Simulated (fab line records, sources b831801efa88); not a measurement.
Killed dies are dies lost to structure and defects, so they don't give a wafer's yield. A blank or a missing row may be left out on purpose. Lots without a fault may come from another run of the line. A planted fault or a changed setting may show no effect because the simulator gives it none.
fab line records | flow sky130
record lots=12 wafers=36 last_day=50
route steps=708 shown SONOS_TUNNEL@158 GATE_OXIDE@197 LDD_LDN@302 POLY_CUT@315
lots that met no fault: from a run of the same line without faults
start_h: hours from the record's first day to the start of the lot's first wafer shown | wait_h: hours since the lot's step before | " the same as in the row above | L1.1+2: a row that stands for several wafers | - no value, or no start given | * or withheld: withheld | < > ~ a bound
route shown NAME@n: a module of which the file shows steps, and the number in the route of the first | usual: mean/standard deviation of fault-free wafers | same: alike in all rows | chamber/n: place in a boat | sites: the reading at each site | _std_site: their standard deviation | _edge_site: outer sites' mean less inner sites' | radius_mm: how far each site lies from the wafer's centre | mask NAME#n: copy n | behind: the tool/chamber that last shaped the wafer | hold: why the lot was held/for how many hours/how that ended | device: the transistor (n, p or np) that didn't switch | end of line: the same wafers' tests at the end of the route | a step without rows: its recipe alone | killed: dies lost to structure and defects at the first sort, not the wafer's yield | map: a wafer's dies, x killed, . not, _ none there
set.NAME: the setting as run; set.NAME@STEP: as run at that earlier step | model.NAME: the simulator's own value behind a step, which no gauge read
steps of the route over a sample of lots; a table a step, a row a wafer
services: from which hour (start_h, from the record's first day; less than 0 if before it) a tool's chamber was out of use, for how many hours, and why
## steps
# step SKY_SONOS_TUNNEL_EXPOSE_04
# recipe mask_id=TUNM na=0.6 source_shape=conventional sigma_outer=0.6 polarization=unpolarized target_cd_nm=410 dose_mj=136
# usual stage_vel_mm_s=499.96/0.25
# columns lot.wafer tool chamber start_h wait_h mask stage_vel_mm_s
L358.1 iline_stepper-01 0 242.28 - TUNM#0 499.97
L358.2 " 0 " " TUNM#0 500.09
L358.6 " 0 " " TUNM#0 500.20
L359.1 iline_stepper-01 0 246.06 - TUNM#0 499.73
L359.3 " 0 " " TUNM#0 499.73
L359.5 " 0 " " TUNM#0 499.64
L360.2 iline_stepper-01 0 251.25 - TUNM#0 500.16
L360.4 " 0 " " TUNM#0 500.19
L360.5 " 0 " " TUNM#0 500.04
L362.1 iline_stepper-01 0 270.96 - TUNM#0 500.22
L362.2 " 0 " " TUNM#0 500.46
L362.3 " 0 " " TUNM#0 500.28
L363.1 iline_stepper-01 0 276.16 - NWM#0 499.79
L363.4 " 0 " " NWM#0 499.78
L363.6 " 0 " " NWM#0 499.54
L364.2 iline_stepper-01 0 284.28 - TUNM#0 499.64
L364.4 " 0 " " TUNM#0 500.08
L364.5 " 0 " " TUNM#0 499.92
L375.1 iline_stepper-02 0 372.13 - TUNM#0 499.64
L375.2 " 0 " " TUNM#0 499.58
L375.6 " 0 " " TUNM#0 499.88
L376.1 iline_stepper-01 0 379.95 - TUNM#0 500.00
L376.4 " 0 " " TUNM#0 500.00
L376.5 " 0 " " TUNM#0 499.97
L377.1 iline_stepper-01 0 385.01 - TUNM#0 499.93
L377.3 " 0 " " TUNM#0 500.09
L377.6 " 0 " " TUNM#0 499.66
L378.1 iline_stepper-02 0 390.00 - TUNM#0 499.89
L378.5 " 0 " " TUNM#0 500.23
L378.6 " 0 " " TUNM#0 499.84
L379.2 iline_stepper-01 0 399.11 - TUNM#0 499.94
L379.4 " 0 " " TUNM#0 499.91
L379.6 " 0 " " TUNM#0 500.26
L380.3 iline_stepper-01 0 432.81 - TUNM#0 500.34
L380.4 " 0 " " TUNM#0 500.21
L380.5 " 0 " " TUNM#0 500.06
# step SKY_SONOS_TUNNEL_CD_MEAS_07
# recipe target_cd_nm=410
# usual cd_nm=411.1/2
# columns lot.wafer tool chamber start_h wait_h cd_nm
L358.1 cd_sem-01 - 252.65 0.2 412.5
L358.2 " - " " 410.1
L358.6 " - " " 410.9
L359.1 cd_sem-02 - 256.83 0.1 410.8
L359.3 " - " " 410.2
L359.5 " - " " 409.9
L360.2 cd_sem-01 - 262.10 0.1 412.0
L360.4 " - " " 414.1
L360.5 " - " " 413.2
L362.1 cd_sem-01 - 282.27 0.1 412.3
L362.2 " - " " 414.9
L362.3 " - " " 411.4
L363.1 cd_sem-02 - 288.27 0.1 -
L363.4 " - " " -
L363.6 " - " " -
L364.2 cd_sem-01 - 296.53 0.1 413.2
L364.4 " - " " 413.4
L364.5 " - " " 412.9
L375.1 cd_sem-01 - 386.07 0.1 411.5
L375.2 " - " " 413.8
L375.6 " - " " 414.0
L376.1 cd_sem-01 - 393.61 0.1 414.4
L376.4 " - " " 412.4
L376.5 " - " " 412.3
L377.1 cd_sem-02 - 398.72 0.1 411.4
L377.3 " - " " 412.1
L377.6 " - " " 413.7
L378.1 cd_sem-02 - 404.57 0.1 412.6
L378.5 " - " " 411.8
L378.6 " - " " 411.5
L379.2 cd_sem-01 - 413.68 0.1 410.6
L379.4 " - " " 412.4
L379.6 " - " " 411.4
L380.3 cd_sem-02 - 447.40 0.1 408.6
L380.4 " - " " 408.0
L380.5 " - " " 408.7
# step SKY_SONOS_TUNNEL_TW_MEAS_12
# usual SONOS_TUNNEL_TW=197.1/1.3
# columns lot.wafer tool chamber start_h wait_h hold SONOS_TUNNEL_TW
L358.1 film_metro-04 - 253.22 0.0 - 197.2
L358.2 " - " " - 196.4
L358.6 " - " " - 196.8
L359.1 film_metro-03 - 257.41 0.0 - 195.5
L359.3 " - " " - 195.5
L359.5 " - " " - 196.1
L360.2 film_metro-02 - 262.67 0.0 - 198.2
L360.4 " - " " - 198.5
L360.5 " - " " - 198.4
L362.1 film_metro-03 - 282.84 0.0 - 197.7
L362.2 " - " " - 195.6
L362.3 " - " " - 196.5
L363.1 film_metro-04 - 288.86 0.0 await_dispo/0.2h/release 29.9
L363.4 " - " " await_dispo/0.2h/release 29.7
L363.6 " - " " await_dispo/0.2h/release 29.9
L363.1 film_metro-04 - 289.09 0.2 - 29.9
L363.4 " - " " - 29.8
L363.6 " - " " - 29.9
L364.2 film_metro-03 - 297.09 0.0 - 195.8
L364.4 " - " " - 194.6
L364.5 " - " " - 196.6
L375.1 film_metro-04 - 386.66 0.0 - 197.4
L375.2 " - " " - 197.0
L375.6 " - " " - 196.6
L376.1 film_metro-03 - 394.18 0.0 - 196.6
L376.4 " - " " - 197.5
L376.5 " - " " - 198.3
L377.1 film_metro-03 - 399.30 0.0 - 196.6
L377.3 " - " " - 196.2
L377.6 " - " " - 197.1
L378.1 film_metro-03 - 405.14 0.0 - 197.9
L378.5 " - " " - 197.7
L378.6 " - " " - 195.6
L379.2 film_metro-03 - 414.25 0.0 - 194.6
L379.4 " - " " - 194.9
L379.6 " - " " - 196.5
L380.3 film_metro-02 - 448.00 0.0 - 196.6
L380.4 " - " " - 196.9
L380.5 " - " " - 197.4
# step SKY_GATE_OXIDE_OVL_MEAS_10
# usual GATE_OXIDE_OVL=0.9/1.3
# columns lot.wafer tool chamber start_h wait_h GATE_OXIDE_OVL[nm]
L358.1 overlay-01 - 317.36 0.1 -1.3
L358.2 " - " " -0.3
L358.6 " - " " -1.5
L359.1 overlay-02 - 318.56 0.1 1.2
L359.3 " - " " 1.0
L359.5 " - " " 1.9
L360.2 overlay-02 - 328.03 0.1 0.9
L360.4 " - " " 2.0
L360.5 " - " " 1.8
L362.1 overlay-01 - 341.76 0.1 0.2
L362.2 " - " " 0.4
L362.3 " - " " -0.5
L364.2 overlay-01 - 358.46 0.1 2.3
L364.4 " - " " 3.1
L364.5 " - " " 3.2
L375.1 overlay-01 - 455.51 0.1 1.2
L375.2 " - " " 0.2
L375.6 " - " " 2.6
L376.1 overlay-02 - 467.92 0.1 0.8
L376.4 " - " " 0.1
L376.5 " - " " 0.3
L377.1 overlay-02 - 468.22 0.1 1.4
L377.3 " - " " 0.5
L377.6 " - " " 1.5
L378.1 overlay-02 - 477.15 0.1 0.7
L378.5 " - " " -0.6
L378.6 " - " " -0.3
L379.2 overlay-02 - 492.83 0.1 -1.6
L379.4 " - " " 1.2
L379.6 " - " " 0.1
L380.3 overlay-01 - 514.22 0.1 -0.6
L380.4 " - " " 0.6
L380.5 " - " " -0.3
# step SKY_LDD_LDN_TW_MEAS_13
# usual LDD_LDN_TW=1472/8.6
# columns lot.wafer tool chamber start_h wait_h LDD_LDN_TW
L358.1 film_metro-04 - 536.81 0.1 1481
L358.2 " - " " 1483
L358.6 " - " " 1475
L359.1 film_metro-04 - 537.19 0.1 1470
L359.3 " - " " 1466
L359.5 " - " " 1478
L360.2 film_metro-01 - 551.12 0.1 1464
L360.4 " - " " 1464
L360.5 " - " " 1465
L362.1 film_metro-04 - 560.91 0.1 1465
L362.2 " - " " 1464
L362.3 " - " " 1473
L364.2 film_metro-01 - 580.37 0.1 1470
L364.4 " - " " 1464
L364.5 " - " " 1472
L375.1 film_metro-03 - 672.59 0.1 1479
L375.2 " - " " 1472
L375.6 " - " " 1476
L376.1 film_metro-03 - 683.04 0.1 1482
L376.4 " - " " 1482
L376.5 " - " " 1481
L377.1 film_metro-01 - 685.51 0.1 1454
L377.3 " - " " 1457
L377.6 " - " " 1464
L378.1 film_metro-03 - 694.81 0.1 1479
L378.5 " - " " 1483
L378.6 " - " " 1480
L379.2 film_metro-01 - 705.42 0.1 1462
L379.4 " - " " 1468
L379.6 " - " " 1460
L380.3 film_metro-04 - 723.13 0.1 1473
L380.4 " - " " 1462
L380.5 " - " " 1462
# step SKY_POLY_CUT_CD_MEAS_08
# recipe target_cd_nm=270
# usual cd_nm=270.1/1.6
# columns lot.wafer tool chamber start_h wait_h cd_nm
L358.1 cd_sem-02 - 567.57 - 269.4
L358.2 " - " " 269.9
L358.6 " - " " 272.0
L359.1 cd_sem-01 - 569.30 - 268.8
L359.3 " - " " 269.4
L359.5 " - " " 269.1
L360.2 cd_sem-01 - 583.24 - 268.4
L360.4 " - " " 268.3
L360.5 " - " " 268.4
L362.1 cd_sem-01 - 590.67 - 271.7
L362.2 " - " " 270.9
L362.3 " - " " 272.1
L364.2 cd_sem-02 - 623.93 - 268.4
L364.4 " - " " 268.2
L364.5 " - " " 268.2
L375.1 cd_sem-01 - 703.20 - 268.7
L375.2 " - " " 268.0
L375.6 " - " " 268.2
L376.1 cd_sem-02 - 712.80 - 270.3
L376.4 " - " " 270.6
L376.5 " - " " 270.3
L377.1 cd_sem-02 - 714.91 - 271.5
L377.3 " - " " 271.5
L377.6 " - " " 270.8
L378.1 cd_sem-02 - 725.30 - 271.1
L378.5 " - " " 271.4
L378.6 " - " " 271.5
L379.2 cd_sem-01 - 735.29 - 269.8
L379.4 " - " " 269.0
L379.6 " - " " 271.3
L380.3 cd_sem-01 - 751.91 - 269.3
L380.4 " - " " 270.5
L380.5 " - " " 270.4
## services
# columns tool chamber start_h hours kind
iline_stepper-02 - 220.34 1.7 pm
iline_stepper-02 - 240.53 8.9 pm
iline_stepper-01 - 276.49 2.1 pm
iline_stepper-01 - 278.57 - consumable_replace:lamp
iline_stepper-01 - 307.06 11.4 repair
iline_stepper-01 - 331.09 1.7 pm
iline_stepper-01 - 355.30 11.9 repair
## key
first_sign step=SKY_SONOS_TUNNEL_EXPOSE_04 reading=mask direction=changed
effect step=SKY_SONOS_TUNNEL_CD_MEAS_07 reading=cd_nm direction=missing
effect step=SKY_SONOS_TUNNEL_TW_MEAS_12 reading=visit direction=added
effect step=SKY_SONOS_TUNNEL_TW_MEAS_12 reading=SONOS_TUNNEL_TW direction=down sigmas=99+ usual=197.1 struck=29.8
met_at SKY_SONOS_TUNNEL_EXPOSE_04
struck_lots L363
scrapped_behind SKY_SONOS_TUNNEL_TW_MEAS_12 L363.1,L363.4,L363.6
not_acting_at SKY_GATE_OXIDE_OVL_MEAS_10,SKY_LDD_LDN_TW_MEAS_13,SKY_POLY_CUT_CD_MEAS_08
onset_between 270.96 276.16
fault kind=wrong_mask tool=any chamber=- onset_h=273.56 steps=SKY_SONOS_TUNNEL_EXPOSE_04 aux_copy=NWM#0 scope=struck_lots_only
